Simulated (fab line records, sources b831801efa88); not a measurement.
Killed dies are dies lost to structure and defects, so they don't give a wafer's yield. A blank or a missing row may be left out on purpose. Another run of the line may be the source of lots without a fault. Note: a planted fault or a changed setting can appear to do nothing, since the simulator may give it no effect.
Which tool is to blame? ; flow gf180mcu ; 14 lots, 42 wafers sampled, at 1 step of a route of 602

== WHAT THE GAUGES SHOWED, per wafer ==
GF_SALICIDE_RS_MEAS_04: measures by four-point-probe.
lot;measured;on;SALICIDE_TIN_RS (ohm/sq)
L147;day 15 05:53;film_metro-03;16.1 16.7 16.3
L149;day 16 02:03;film_metro-02;16.6 16.2 16.4
L150;day 16 09:26;film_metro-02;17.0 16.6 16.7
L152;day 16 20:53;film_metro-03;16.5 16.3 16.5
L155;day 18 04:22;film_metro-03;16.7 16.1 16.7
L156;day 18 11:09;film_metro-02;16.8 16.7 16.7
L161;day 20 03:17;film_metro-04;16.5 16.7 16.7
L162;day 20 08:56;film_metro-02;16.7 16.6 16.5
L164;day 21 07:49;film_metro-02;15.8 16.2 15.8
L165;day 21 12:20;film_metro-04;16.6 16.6 16.6
L167;day 22 05:14;film_metro-04;16.0 16.5 16.6
L168;day 22 13:47;film_metro-04;16.2 16.6 16.5
L169;day 22 20:06;film_metro-04;16.5 16.2 16.1
L170;day 23 09:13;film_metro-02;16.1 16.1 15.9

== WHAT TOOL EACH LOT RAN ON (gives the tool, then ch and the chambers of the sampled wafers, and finally the start) ==
Record: no process step prior to these readings.

== WHAT THE TOOLS THEMSELVES READ (means of the sampled wafers that have a number; where no wafer has one, the mark that the record gives instead) ==
The record holds no such reading with a usual standard deviation.

== THE ANSWER, worked out from the rows above alone ==
Rule: the lots themselves supply what counts as usual. The widest of any qualifying gaps counts: lots, ordered by their means at a reading, are off when they make up no more than a third of the lots, leave a main group of 4 or more, and stand apart from it by 3 or more times the standard deviation of that group's means. Not used: any main group whose means are identical at the precision the tables above print for the reading. A lot without any number at a reading at which 4 lots or more have one is off too. All remaining lots with rows at the step are treated as sound. The gauges are gone through in route order, then the tools' own readings, and for those a lot's mean is taken as printed above. At the first step where some lot is off, the reading lying furthest off is the one used; lots without a number count as furthest.
No lot is off on any of the readings shown, so nothing can be concluded from this.

== WHAT THE SIMULATOR HAD PUT IN ==
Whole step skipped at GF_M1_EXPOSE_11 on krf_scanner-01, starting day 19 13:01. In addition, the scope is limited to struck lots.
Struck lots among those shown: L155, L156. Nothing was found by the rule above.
